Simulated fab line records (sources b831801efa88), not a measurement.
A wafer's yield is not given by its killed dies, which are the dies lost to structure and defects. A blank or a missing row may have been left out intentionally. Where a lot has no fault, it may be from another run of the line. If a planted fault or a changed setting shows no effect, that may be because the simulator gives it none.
fab line records | flow gf180mcu | part 1 of 2: steps 1 to 24 of 34
record lots=5 | wafers=15 | last-day=34
route steps=602 shown V2@387 M3@409
lots that met no fault: from a run of the same line without faults
start-h: the number of hours between the record's first day and the start of the first shown wafer of the lot | wait-h: time in hours since the lot's previous step | " the same as in the row above | L1.1+2: a single row standing in for several wafers | - no value present, or no start provided | * or withheld: withheld | < > ~ a bound
route shown NAME@n: names a module that has steps shown in the file, with the first one's number in the route | usual: mean/standard deviation taken from wafers without a fault | same: alike in all rows | chamber/n: place in a boat | sites: each site's reading | _std_site: standard deviation across them | _edge_site: inner sites' mean taken away from outer sites' mean | radius-mm: for every site, how far away it sits from the centre of the wafer | mask NAME#n: copy n | behind: the tool/chamber that last shaped the wafer | hold: reason for holding the lot/hours on hold/outcome of the hold | device: the n, p or np transistor that did not switch | end of line: the same wafers' tests at the end of the route | for a step that has no rows: nothing shown but its recipe | killed: the dies lost at the first sort to structure and to defects; this is not the yield of the wafer | map: dies across one wafer; x = killed, . = not, _ = none there
set.NAME: the run value of the setting; set.NAME@STEP: its run value at that earlier step | model.NAME: the simulator's own value behind a step, which no gauge read
lots at some steps of the route; a table a step, a row a wafer
services: the hour from which a tool's chamber was out of use, counted from the record's first day as start-h (under 0 if before that day), plus the number of hours and why
## steps
# step GF_V2_BOW_MEAS_05
# recipe mode=bow
# usual V2_BOW=97/8.9
lot.wafer | tool          | chamber | start-h | wait-h | V2_BOW[um]
L075.3    | film-metro-03 | -       | 448.23  | 0.2    | 96
L075.5    | "             | -       | "       | "      | 95
L075.6    | "             | -       | "       | "      | 92
L080.4    | film-metro-03 | -       | 493.37  | 0.3    | 96
L080.5    | "             | -       | "       | "      | 91
L080.6    | "             | -       | "       | "      | 99
L087.1    | film-metro-01 | -       | 559.84  | 0.1    | 103
L087.2    | "             | -       | "       | "      | 104
L087.4    | "             | -       | "       | "      | 102
L095.3    | film-metro-02 | -       | 613.83  | 0.3    | 93
L095.4    | "             | -       | "       | "      | 81
L095.6    | "             | -       | "       | "      | 83
L096.1    | film-metro-01 | -       | 620.70  | 0.1    | 92
L096.5    | "             | -       | "       | "      | 110
L096.6    | "             | -       | "       | "      | 102
# step GF_V2_DEHYDRATE_06
# recipe temp-c=200 | time-s=60
# usual exhaust-pa=44.8/0.71 | heater-power-total-W=160.37/0.11
lot.wafer | tool           | chamber | start-h | wait-h | exhaust-pa | heater-power-total-W
L075.3    | litho-track-04 | 0       | 459.96  | 11.7   | 44.7       | 160.22
L075.5    | "              | 0       | "       | "      | 45.4       | 160.37
L075.6    | "              | 0       | "       | "      | 44.3       | 160.64
L080.4    | litho-track-03 | 0       | 504.53  | 11.1   | 44.5       | 160.54
L080.5    | "              | 0       | "       | "      | 43.7       | 160.22
L080.6    | "              | 0       | "       | "      | 46.0       | 160.31
L087.1    | litho-track-02 | 0       | 570.06  | 10.2   | 44.1       | 160.25
L087.2    | "              | 0       | "       | "      | 44.5       | 160.41
L087.4    | "              | 0       | "       | "      | 43.8       | 160.34
L095.3    | litho-track-03 | 0       | 623.61  | 9.8    | 44.3       | 160.37
L095.4    | "              | 0       | "       | "      | 44.4       | 160.42
L095.6    | "              | 0       | "       | "      | 44.3       | 160.25
L096.1    | litho-track-04 | 0       | 630.36  | 9.6    | 44.0       | 160.42
L096.5    | "              | 0       | "       | "      | 44.5       | 160.19
L096.6    | "              | 0       | "       | "      | 43.9       | 160.38
# step GF_V2_HMDS_07
# recipe prime-time-s=60 | prime-temp-c=120
# usual exhaust-pa=45.0/0.89
# same prime-time-s=60
lot.wafer | tool           | chamber | start-h | wait-h | exhaust-pa
L075.3    | litho-track-04 | 0       | 460.11  | 0.1    | 46.0
L075.5    | "              | 0       | "       | "      | 45.4
L075.6    | "              | 0       | "       | "      | 44.8
L080.4    | litho-track-03 | 0       | 504.68  | 0.1    | 45.5
L080.5    | "              | 0       | "       | "      | 45.1
L080.6    | "              | 0       | "       | "      | 45.8
L087.1    | litho-track-02 | 0       | 570.21  | 0.1    | 44.8
L087.2    | "              | 0       | "       | "      | 45.3
L087.4    | "              | 0       | "       | "      | 44.7
L095.3    | litho-track-03 | 0       | 623.76  | 0.1    | 43.6
L095.4    | "              | 0       | "       | "      | 44.9
L095.6    | "              | 0       | "       | "      | 45.5
L096.1    | litho-track-04 | 0       | 630.51  | 0.1    | 44.6
L096.5    | "              | 0       | "       | "      | 43.8
L096.6    | "              | 0       | "       | "      | 44.3
# step GF_V2_COAT_08
# recipe resist=BARC | temp-c=withheld | time-s=withheld | spin-rpm=withheld | resist-thk-nm=withheld
# usual exhaust-pa=45.0/0.86
lot.wafer | tool           | chamber | start-h | wait-h | exhaust-pa
L075.3    | litho-track-04 | 0       | 460.26  | 0.1    | 45.1
L075.5    | "              | 0       | "       | "      | 42.8
L075.6    | "              | 0       | "       | "      | 42.6
L080.4    | litho-track-03 | 0       | 504.83  | 0.1    | 45.3
L080.5    | "              | 0       | "       | "      | 44.7
L080.6    | "              | 0       | "       | "      | 45.3
L087.1    | litho-track-02 | 0       | 570.36  | 0.1    | 45.3
L087.2    | "              | 0       | "       | "      | 45.2
L087.4    | "              | 0       | "       | "      | 43.2
L095.3    | litho-track-03 | 0       | 623.91  | 0.1    | 46.5
L095.4    | "              | 0       | "       | "      | 45.0
L095.6    | "              | 0       | "       | "      | 46.0
L096.1    | litho-track-04 | 0       | 630.66  | 0.1    | 46.5
L096.5    | "              | 0       | "       | "      | 45.2
L096.6    | "              | 0       | "       | "      | 45.0
# step GF_V2_COAT_09
# recipe resist=KrF | spin-rpm=withheld | resist-thk-nm=1000
# usual exhaust-pa=45.2/0.84
lot.wafer | tool           | chamber | start-h | wait-h | exhaust-pa
L075.3    | litho-track-04 | 0       | -       | -      | 44.6
L075.5    | "              | 0       | "       | "      | 44.7
L075.6    | "              | 0       | "       | "      | 44.7
L080.4    | litho-track-03 | 0       | -       | -      | 45.4
L080.5    | "              | 0       | "       | "      | 45.1
L080.6    | "              | 0       | "       | "      | 47.1
L087.1    | litho-track-02 | 0       | -       | -      | 43.9
L087.2    | "              | 0       | "       | "      | 46.2
L087.4    | "              | 0       | "       | "      | 44.9
L095.3    | litho-track-03 | 0       | -       | -      | 45.2
L095.4    | "              | 0       | "       | "      | 44.9
L095.6    | "              | 0       | "       | "      | 45.2
L096.1    | litho-track-04 | 0       | -       | -      | 46.1
L096.5    | "              | 0       | "       | "      | 45.5
L096.6    | "              | 0       | "       | "      | 45.8
# step GF_V2_SOFTBAKE_10
# recipe temp-c=130 | time-s=60 | resist=KrF
# usual exhaust-pa=44.8/0.86 | heater-power-total-W=93.04/0.06
lot.wafer | tool           | chamber | start-h | wait-h | exhaust-pa | heater-power-total-W
L075.3    | litho-track-04 | 0       | -       | -      | 44.5       | 93.17
L075.5    | "              | 0       | "       | "      | 46.8       | 92.99
L075.6    | "              | 0       | "       | "      | 44.6       | 93.17
L080.4    | litho-track-03 | 0       | -       | -      | 45.8       | 93.14
L080.5    | "              | 0       | "       | "      | 45.7       | 93.02
L080.6    | "              | 0       | "       | "      | 44.5       | 92.99
L087.1    | litho-track-02 | 0       | -       | -      | 45.0       | 92.99
L087.2    | "              | 0       | "       | "      | 45.1       | 93.02
L087.4    | "              | 0       | "       | "      | 45.4       | 92.99
L095.3    | litho-track-03 | 0       | -       | -      | 45.9       | 93.06
L095.4    | "              | 0       | "       | "      | 45.9       | 93.04
L095.6    | "              | 0       | "       | "      | 46.7       | 93.12
L096.1    | litho-track-04 | 0       | -       | -      | 44.1       | 93.09
L096.5    | "              | 0       | "       | "      | 45.0       | 92.93
L096.6    | "              | 0       | "       | "      | 44.2       | 93.01
# step GF_V2_EXPOSE_11
# recipe mask-id=Via2 | target-cd-nm=260 | na=0.68 | source-shape=conventional | sigma-outer=0.6 | dose-mj=38
lot.wafer  | tool           | chamber | start-h | wait-h | mask
L075.3+5+6 | krf-scanner-01 | 0       | -       | -      | Via2#0
L080.4+5+6 | krf-scanner-02 | 0       | -       | -      | Via2#0
L087.1+2+4 | krf-scanner-01 | 0       | -       | -      | Via2#0
L095.3+4+6 | krf-scanner-02 | 0       | -       | -      | Via2#0
L096.1+5+6 | krf-scanner-02 | 0       | -       | -      | Via2#0
# step GF_V2_PEB_12
# recipe peb-temp-c=135 | peb-time-s=85.71 | resist=KrF
# usual exhaust-pa=45.1/0.86 | heater-power-total-W=87.02/0.18
# same peb-time-s=85.71
lot.wafer | tool           | chamber | start-h | wait-h | exhaust-pa | heater-power-total-W
L075.3    | litho-track-03 | 0       | -       | -      | 44.7       | 86.87
L075.5    | "              | 0       | "       | "      | 46.3       | 86.80
L075.6    | "              | 0       | "       | "      | 46.0       | 87.20
L080.4    | litho-track-04 | 0       | -       | -      | 45.4       | 86.85
L080.5    | "              | 0       | "       | "      | 46.0       | 87.00
L080.6    | "              | 0       | "       | "      | 45.7       | 86.80
L087.1    | litho-track-03 | 0       | -       | -      | 44.8       | 86.84
L087.2    | "              | 0       | "       | "      | 46.2       | 86.88
L087.4    | "              | 0       | "       | "      | 45.1       | 87.23
L095.3    | litho-track-03 | 0       | -       | -      | 46.2       | 86.83
L095.4    | "              | 0       | "       | "      | 45.4       | 87.11
L095.6    | "              | 0       | "       | "      | 44.2       | 86.97
L096.1    | litho-track-03 | 0       | -       | -      | 44.2       | 87.29
L096.5    | "              | 0       | "       | "      | 44.9       | 87.32
L096.6    | "              | 0       | "       | "      | 45.3       | 87.27
# step GF_V2_DEVELOP_13
# recipe develop-time-s=60 | resist=KrF | dev-temp-c=21
# usual exhaust-pa=44.9/0.78
# same develop-time-s=60
lot.wafer | tool           | chamber | start-h | wait-h | exhaust-pa
L075.3    | litho-track-03 | 0       | 471.86  | 0.1    | 44.7
L075.5    | "              | 0       | "       | "      | 44.4
L075.6    | "              | 0       | "       | "      | 44.7
L080.4    | litho-track-04 | 0       | 516.59  | 0.1    | 46.2
L080.5    | "              | 0       | "       | "      | 45.5
L080.6    | "              | 0       | "       | "      | 43.4
L087.1    | litho-track-03 | 0       | 581.36  | 0.2    | 45.8
L087.2    | "              | 0       | "       | "      | 46.4
L087.4    | "              | 0       | "       | "      | 45.2
L095.3    | litho-track-03 | 0       | 634.36  | 0.1    | 44.5
L095.4    | "              | 0       | "       | "      | 44.6
L095.6    | "              | 0       | "       | "      | 46.0
L096.1    | litho-track-03 | 0       | 641.01  | 0.2    | 44.8
L096.5    | "              | 0       | "       | "      | 44.5
L096.6    | "              | 0       | "       | "      | 45.2
# step GF_V2_CD_MEAS_14
# recipe target-cd-nm=260
# usual cd-nm=260.6/1.4
lot.wafer | tool      | chamber | start-h | wait-h | cd-nm
L075.3    | cd-sem-02 | -       | 472.00  | 0.1    | 260.4
L075.5    | "         | -       | "       | "      | 260.6
L075.6    | "         | -       | "       | "      | 259.9
L080.4    | cd-sem-02 | -       | 516.72  | 0.1    | 258.8
L080.5    | "         | -       | "       | "      | 258.7
L080.6    | "         | -       | "       | "      | 259.0
L087.1    | cd-sem-02 | -       | 581.51  | 0.1    | 258.9
L087.2    | "         | -       | "       | "      | 258.2
L087.4    | "         | -       | "       | "      | 259.5
L095.3    | cd-sem-01 | -       | 634.50  | 0.1    | 260.9
L095.4    | "         | -       | "       | "      | 259.7
L095.6    | "         | -       | "       | "      | 259.6
L096.1    | cd-sem-01 | -       | 641.16  | 0.1    | 259.1
L096.5    | "         | -       | "       | "      | 257.5
L096.6    | "         | -       | "       | "      | 259.7
# step GF_V2_OVL_MEAS_15
# usual V2_OVL=-2/6.6
lot.wafer | tool       | chamber | start-h | wait-h | V2_OVL[nm]
L075.3    | overlay-01 | -       | 472.09  | 0.1    | 6
L075.5    | "          | -       | "       | "      | 8
L075.6    | "          | -       | "       | "      | 10
L080.4    | overlay-01 | -       | 516.80  | 0.1    | -5
L080.5    | "          | -       | "       | "      | -13
L080.6    | "          | -       | "       | "      | -7
L087.1    | overlay-02 | -       | 581.63  | 0.1    | -3
L087.2    | "          | -       | "       | "      | -7
L087.4    | "          | -       | "       | "      | 3
L095.3    | overlay-01 | -       | 634.59  | 0.1    | -10
L095.4    | "          | -       | "       | "      | -1
L095.6    | "          | -       | "       | "      | -7
L096.1    | overlay-02 | -       | 641.28  | 0.1    | 9
L096.5    | "          | -       | "       | "      | 9
L096.6    | "          | -       | "       | "      | 1
# step GF_V2_ETCH_16
# recipe chemistry=N2/H2 | target-depth-a=withheld | overetch-a=withheld | time-s=withheld | target=BARC | ion-energy-ev=200 | source-w=500 | bias-w=100 | pressure-mtorr=30 | n2-flow-sccm=100 | h2-flow-sccm=200
# usual drypump-motor-current-A=5.9/0.38 | oes-product-au=0.854/0.0044 | throttle-valve-pct=13.225/0.0097
lot.wafer | tool        | chamber | start-h | wait-h | drypump-motor-current-A | oes-product-au | throttle-valve-pct
L075.3    | rie-diel-03 | 3       | 472.11  | 0.0    | 5.8                     | 0.861          | 13.229
L075.5    | "           | 2       | "       | "      | 5.8                     | 0.863          | 13.231
L075.6    | "           | 3       | "       | "      | 5.8                     | 0.855          | 13.228
L080.4    | rie-diel-02 | 0       | 516.82  | 0.0    | 6.1                     | 0.863          | 13.235
L080.5    | "           | 1       | "       | "      | 5.7                     | 0.857          | 13.233
L080.6    | "           | 0       | "       | "      | 6.1                     | 0.848          | 13.235
L087.1    | rie-diel-02 | 1       | 581.66  | 0.0    | 5.7                     | 0.849          | 13.240
L087.2    | "           | 2       | "       | "      | 6.6                     | 0.855          | 13.222
L087.4    | "           | 0       | "       | "      | 6.1                     | 0.858          | 13.226
L095.3    | rie-diel-02 | 2       | 634.61  | 0.0    | 6.7                     | 0.857          | 13.224
L095.4    | "           | 1       | "       | "      | 5.7                     | 0.857          | 13.234
L095.6    | "           | 3       | "       | "      | 6.2                     | 0.862          | 13.208
L096.1    | rie-diel-01 | 2       | 641.31  | 0.0    | 5.7                     | 0.850          | 13.215
L096.5    | "           | 3       | "       | "      | 6.4                     | 0.857          | 13.217
L096.6    | "           | 2       | "       | "      | 5.7                     | 0.852          | 13.226
# step GF_V2_ETCH_17
# recipe chemistry=C4F8/O2/Ar | mask-material=KrF | target=SiO2 | stop-on=TiN | source-w=1500 | bias-w=1200 | pressure-mtorr=40 | c4f8-flow-sccm=withheld | O2_flow_sccm=6 | Ar_flow_sccm=300 | time-s=withheld | target-depth-a=6300
# usual oes-product-au=0.855/0.0045
lot.wafer | tool        | chamber | start-h | wait-h | oes-product-au
L075.3    | rie-diel-03 | 3       | -       | -      | 0.855
L075.5    | "           | 2       | "       | "      | 0.867
L075.6    | "           | 3       | "       | "      | 0.859
L080.4    | rie-diel-02 | 0       | -       | -      | 0.856
L080.5    | "           | 1       | "       | "      | 0.846
L080.6    | "           | 0       | "       | "      | 0.857
L087.1    | rie-diel-02 | 1       | -       | -      | 0.862
L087.2    | "           | 2       | "       | "      | 0.857
L087.4    | "           | 0       | "       | "      | 0.860
L095.3    | rie-diel-02 | 2       | -       | -      | 0.852
L095.4    | "           | 1       | "       | "      | 0.858
L095.6    | "           | 3       | "       | "      | 0.854
L096.1    | rie-diel-01 | 2       | -       | -      | 0.849
L096.5    | "           | 3       | "       | "      | 0.859
L096.6    | "           | 2       | "       | "      | 0.851
# step GF_V2_STRIP_18
# recipe chemistry=O2/N2 | power-w=1400 | pressure-mtorr=1500 | platen-temp-c=250 | o2-flow-sccm=3000 | n2-flow-sccm=300 | overash-fraction=0.5
# usual drypump-motor-current-A=5.8/0.45 | heater-power-w=341/29 | oes-product-au=0.592/0.0052
lot.wafer | tool            | chamber | start-h | wait-h | drypump-motor-current-A | heater-power-w | oes-product-au | rf-hours-counter-h
L075.3    | plasma-asher-03 | 1       | 472.28  | -      | 5.7                     | 371            | 0.588          | -
L075.5    | "               | 1       | "       | "      | 5.7                     | 377            | 0.585          | -
L075.6    | "               | 0       | "       | "      | 5.3                     | 325            | 0.598          | -
L080.4    | plasma-asher-04 | 0       | 516.98  | -      | 5.8                     | 326            | 0.600          | -
L080.5    | "               | 1       | "       | "      | 6.2                     | 385            | 0.593          | -
L080.6    | "               | 0       | "       | "      | 5.8                     | 319            | 0.592          | -
L087.1    | plasma-asher-03 | 0       | 581.79  | -      | 5.3                     | 320            | 0.594          | 43
L087.2    | "               | 1       | "       | "      | 5.7                     | 377            | 0.595          | 43
L087.4    | "               | 0       | "       | "      | 5.3                     | 316            | 0.602          | -
L095.3    | plasma-asher-03 | 1       | 634.77  | -      | 5.7                     | 357            | 0.597          | -
L095.4    | "               | 0       | "       | "      | 5.3                     | 319            | 0.601          | -
L095.6    | "               | 0       | "       | "      | 5.3                     | 315            | 0.596          | -
L096.1    | plasma-asher-02 | 0       | 641.44  | -      | 5.8                     | 346            | 0.587          | 105
L096.5    | "               | 0       | "       | "      | 5.8                     | 346            | 0.589          | -
L096.6    | "               | 1       | "       | "      | 6.7                     | 312            | 0.590          | -
# step GF_V2_STRIP_19
# recipe chemistry=post-etch-residue-remover | time-s=1200 | temp-c=72.5
lot.wafer  | tool         | chamber | start-h | wait-h
L075.3+5+6 | wet-bench-01 | 2       | 472.34  | 0.0
L080.4+5+6 | wet-bench-01 | 0       | 517.05  | 0.0
L087.1+2+4 | wet-bench-01 | 3       | 581.89  | 0.1
L095.3+4+6 | wet-bench-01 | 2       | 634.84  | 0.0
L096.1+5+6 | wet-bench-03 | 2       | 641.54  | 0.1
# step GF_V2_CLEAN_20
# recipe chemistry=DIW | dry=n2-spin
lot.wafer  | tool         | chamber | start-h | wait-h
L075.3+5+6 | wet-bench-03 | 0       | 472.68  | 0.0
L080.4+5+6 | wet-bench-04 | 2       | 517.73  | 0.0
L087.1+2+4 | wet-bench-04 | 2       | 582.26  | 0.0
L095.3+4+6 | wet-bench-03 | 0       | 635.25  | 0.0
L096.1+5+6 | wet-bench-04 | 0       | 641.88  | 0.0
# step GF_V2_SPUTTER_21
# recipe material=Ti | target-thk-nm=15 | chamber-pressure-pa=5 | power-w=2500 | substrate-temp-c=200 | time-s=80.02
# usual cathode-dc-power-W=2500.0/0.44 | throttle-valve-pct=29.6/0.81
lot.wafer | tool           | chamber | start-h | wait-h | cathode-dc-power-W | throttle-valve-pct
L075.3    | pvd-sputter-02 | -       | 472.78  | 0.0    | 2500.3             | 28.6
L075.5    | "              | -       | "       | "      | 2499.7             | 30.2
L075.6    | "              | -       | "       | "      | 2499.9             | 28.4
L080.4    | pvd-sputter-01 | -       | 517.83  | 0.0    | 2500.0             | 31.6
L080.5    | "              | -       | "       | "      | 2500.1             | 29.8
L080.6    | "              | -       | "       | "      | 2500.2             | 29.2
L087.1    | pvd-sputter-01 | -       | 582.37  | 0.0    | 2499.7             | 29.2
L087.2    | "              | -       | "       | "      | 2500.2             | 29.7
L087.4    | "              | -       | "       | "      | 2499.5             | 31.5
L095.3    | pvd-sputter-02 | -       | 635.34  | 0.0    | 2499.5             | 28.5
L095.4    | "              | -       | "       | "      | 2499.7             | 28.4
L095.6    | "              | -       | "       | "      | 2499.5             | 29.8
L096.1    | pvd-sputter-01 | -       | 641.98  | 0.0    | 2500.0             | 30.0
L096.5    | "              | -       | "       | "      | 2500.3             | 29.3
L096.6    | "              | -       | "       | "      | 2499.5             | 31.2
# step GF_V2_SPUTTER_22
# recipe material=TiN | target-thk-nm=10 | chamber-pressure-pa=5 | power-w=4000 | time-s=40
# usual cathode-dc-power-W=4000.1/0.72 | throttle-valve-pct=29.6/0.8
lot.wafer | tool           | chamber | start-h | wait-h | cathode-dc-power-W | throttle-valve-pct
L075.3    | pvd-sputter-02 | -       | 472.84  | 0.0    | 3999.2             | 28.9
L075.5    | "              | -       | "       | "      | 3999.5             | 30.2
L075.6    | "              | -       | "       | "      | 4000.5             | 28.6
L080.4    | pvd-sputter-01 | -       | 517.89  | 0.0    | 3999.5             | 31.2
L080.5    | "              | -       | "       | "      | 4000.1             | 29.5
L080.6    | "              | -       | "       | "      | 4000.4             | 29.1
L087.1    | pvd-sputter-01 | -       | 582.43  | 0.0    | 3999.1             | 29.2
L087.2    | "              | -       | "       | "      | 3999.1             | 29.5
L087.4    | "              | -       | "       | "      | 4000.7             | 31.2
L095.3    | pvd-sputter-02 | -       | 635.40  | 0.0    | 4000.1             | 28.4
L095.4    | "              | -       | "       | "      | 3999.0             | 28.4
L095.6    | "              | -       | "       | "      | 4001.4             | 29.9
L096.1    | pvd-sputter-01 | -       | 642.04  | 0.0    | 3999.6             | 29.8
L096.5    | "              | -       | "       | "      | 4001.1             | 29.0
L096.6    | "              | -       | "       | "      | 3999.8             | 31.3
# step GF_V2_CVD_23
# recipe material=W | target-thk-nm=350 | time-s=104.94 | temp-c=400 | pressure-torr=40
# usual heater-power-w=823/150 | susceptor-temp-C=400.05/0.23
lot.wafer | tool     | chamber | start-h | wait-h | heater-power-w | susceptor-temp-C
L075.3    | cvd-w-02 | 0       | 472.91  | 0.1    | 1088           | 399.98
L075.5    | "        | 0       | "       | "      | 1061           | 400.06
L075.6    | "        | 1       | "       | "      | 742            | 400.32
L080.4    | cvd-w-02 | 0       | 517.97  | 0.1    | 1092           | 400.01
L080.5    | "        | 1       | "       | "      | 753            | 399.73
L080.6    | "        | 0       | "       | "      | 1125           | 400.06
L087.1    | cvd-w-01 | 0       | 582.47  | 0.0    | 805            | 399.66
L087.2    | "        | 1       | "       | "      | 703            | 399.82
L087.4    | "        | 0       | "       | "      | 790            | 399.83
L095.3    | cvd-w-01 | 1       | 635.48  | 0.1    | 709            | 399.74
L095.4    | "        | 0       | "       | "      | 832            | 400.27
L095.6    | "        | 0       | "       | "      | 821            | 400.37
L096.1    | cvd-w-01 | 0       | 642.08  | 0.0    | 812            | 400.06
L096.5    | "        | 1       | "       | "      | 681            | 400.13
L096.6    | "        | 0       | "       | "      | 801            | 399.83
# step GF_V2_RS_MEAS_24
# recipe thk-meas-gauge=four-point-probe | reads=W_of_V2_CVD_23+TiN_of_V2_SPUTTER_22+Ti_of_V2_SPUTTER_21
# usual V2_W_RS=0.324/0.0059
lot.wafer | tool          | chamber | start-h | wait-h | V2_W_RS[ohm/sq]
L075.3    | film-metro-03 | -       | 473.03  | 0.1    | 0.313
L075.5    | "             | -       | "       | "      | 0.318
L075.6    | "             | -       | "       | "      | 0.316
L080.4    | film-metro-02 | -       | 518.10  | 0.1    | 0.320
L080.5    | "             | -       | "       | "      | 0.319
L080.6    | "             | -       | "       | "      | 0.316
L087.1    | film-metro-03 | -       | 582.59  | 0.1    | 0.326
L087.2    | "             | -       | "       | "      | 0.332
L087.4    | "             | -       | "       | "      | 0.325
L095.3    | film-metro-03 | -       | 635.59  | 0.1    | 0.334
L095.4    | "             | -       | "       | "      | 0.326
L095.6    | "             | -       | "       | "      | 0.327
L096.1    | film-metro-02 | -       | 642.19  | 0.1    | 0.332
L096.5    | "             | -       | "       | "      | 0.332
L096.6    | "             | -       | "       | "      | 0.332
# step GF_V2_THK_MEAS_25
# recipe thk-meas-gauge=xrf | reads=W_of_V2_CVD_23
# usual V2_W_THK=362/7.8
lot.wafer | tool          | chamber | start-h | wait-h | V2_W_THK[nm]
L075.3    | film-metro-03 | -       | 473.13  | 0.1    | 377
L075.5    | "             | -       | "       | "      | 372
L075.6    | "             | -       | "       | "      | 375
L080.4    | film-metro-02 | -       | 518.19  | 0.1    | 369
L080.5    | "             | -       | "       | "      | 372
L080.6    | "             | -       | "       | "      | 373
L087.1    | film-metro-03 | -       | 582.71  | 0.1    | 359
L087.2    | "             | -       | "       | "      | 354
L087.4    | "             | -       | "       | "      | 361
L095.3    | film-metro-03 | -       | 635.69  | 0.1    | 360
L095.4    | "             | -       | "       | "      | 367
L095.6    | "             | -       | "       | "      | 365
L096.1    | film-metro-02 | -       | 642.31  | 0.1    | 351
L096.5    | "             | -       | "       | "      | 350
L096.6    | "             | -       | "       | "      | 351
# step GF_V2_CMP_26
# recipe stop-on=SiO2 | down-force-psi=3.5 | platen-rpm=60 | t-overpolish-s=15 | target-thk-nm=0 | pad-velocity-m-s=0.94248
# usual motor-current-A=11.2/0.9 | overpolish-run-s=15.000/0.0094 | time-to-endpoint-s=85/3.5
lot.wafer | tool   | chamber | start-h | wait-h | motor-current-A | overpolish-run-s | time-to-endpoint-s
L075.3    | cmp-02 | 3       | 473.22  | 0.1    | 10.1            | 14.990           | 90
L075.6    | "      | 2       | "       | "      | 10.5            | 14.995           | 89
L075.5    | "      | 3       | "       | "      | 10.1            | 15.008           | 87
L080.4    | cmp-01 | 1       | 518.37  | 0.2    | 12.6            | 14.988           | 85
L080.5    | "      | 2       | "       | "      | 11.3            | 14.996           | 86
L080.6    | "      | 3       | "       | "      | 13.1            | 14.999           | 88
L087.1    | cmp-02 | 0       | 582.82  | 0.1    | 10.1            | 15.008           | 88
L087.2    | "      | 1       | "       | "      | 10.6            | 14.987           | 86
L087.4    | "      | 2       | "       | "      | 10.5            | 15.005           | 88
L095.4    | cmp-01 | 1       | 635.78  | 0.1    | 12.2            | 15.005           | 84
L095.3    | "      | 3       | "       | "      | 12.1            | 15.004           | 86
L095.6    | "      | 0       | "       | "      | 11.2            | 14.995           | 86
L096.1    | cmp-01 | 1       | 642.52  | 0.2    | 11.2            | 15.000           | 79
L096.6    | "      | 2       | "       | "      | 11.9            | 15.009           | 86
L096.5    | "      | 3       | "       | "      | 12.5            | 15.013           | 82
# step GF_M3_SPUTTER_00
# recipe material=Ti | target-thk-nm=37.5 | arriving-ion-energy-ev=80 | substrate-temp-c=200 | chamber-pressure-pa=2 | power-w=4000 | time-s=150
# usual cathode-dc-power-W=4000.2/0.7 | throttle-valve-pct=29.6/0.7
lot.wafer | tool           | chamber | start-h | wait-h | cathode-dc-power-W | throttle-valve-pct
L075.3    | pvd-sputter-04 | -       | 473.47  | 0.2    | 3999.3             | 29.5
L075.5    | "              | -       | "       | "      | 3999.0             | 29.4
L075.6    | "              | -       | "       | "      | 4001.1             | 29.3
L080.4    | pvd-sputter-04 | -       | 518.52  | 0.1    | 3999.8             | 29.8
L080.5    | "              | -       | "       | "      | 4000.0             | 29.8
L080.6    | "              | -       | "       | "      | 3999.5             | 29.5
L087.1    | pvd-sputter-03 | -       | 583.07  | 0.2    | 4000.3             | 31.6
L087.2    | "              | -       | "       | "      | 4000.1             | 30.2
L087.4    | "              | -       | "       | "      | 3999.7             | 29.7
L095.3    | pvd-sputter-04 | -       | 636.03  | 0.1    | 3999.5             | 29.4
L095.4    | "              | -       | "       | "      | 4000.3             | 29.9
L095.6    | "              | -       | "       | "      | 4000.2             | 29.8
L096.1    | pvd-sputter-04 | -       | 642.67  | 0.1    | 4000.4             | 29.8
L096.5    | "              | -       | "       | "      | 4000.5             | 29.6
L096.6    | "              | -       | "       | "      | 4000.8             | 30.0
# step GF_M3_SPUTTER_01
# recipe material=TiN | target-thk-nm=30 | power-w=6500 | time-s=25 | chamber-pressure-pa=0.4
# usual cathode-dc-power-W=6500.2/1.3 | throttle-valve-pct=29.6/0.7
lot.wafer | tool           | chamber | start-h | wait-h | cathode-dc-power-W | throttle-valve-pct
L075.3    | pvd-sputter-04 | -       | 473.57  | 0.1    | 6499.8             | 29.5
L075.5    | "              | -       | "       | "      | 6499.7             | 29.4
L075.6    | "              | -       | "       | "      | 6498.7             | 29.4
L080.4    | pvd-sputter-04 | -       | 518.62  | 0.1    | 6498.9             | 29.5
L080.5    | "              | -       | "       | "      | 6498.1             | 30.0
L080.6    | "              | -       | "       | "      | 6499.7             | 29.4
L087.1    | pvd-sputter-03 | -       | 583.17  | 0.1    | 6499.5             | 31.6
L087.2    | "              | -       | "       | "      | 6498.8             | 29.7
L087.4    | "              | -       | "       | "      | 6499.8             | 29.7
L095.3    | pvd-sputter-04 | -       | 636.13  | 0.1    | 6500.1             | 29.3
L095.4    | "              | -       | "       | "      | 6500.9             | 29.6
L095.6    | "              | -       | "       | "      | 6500.0             | 29.4
L096.1    | pvd-sputter-04 | -       | 642.77  | 0.1    | 6499.6             | 29.7
L096.5    | "              | -       | "       | "      | 6498.2             | 29.6
L096.6    | "              | -       | "       | "      | 6498.9             | 29.8
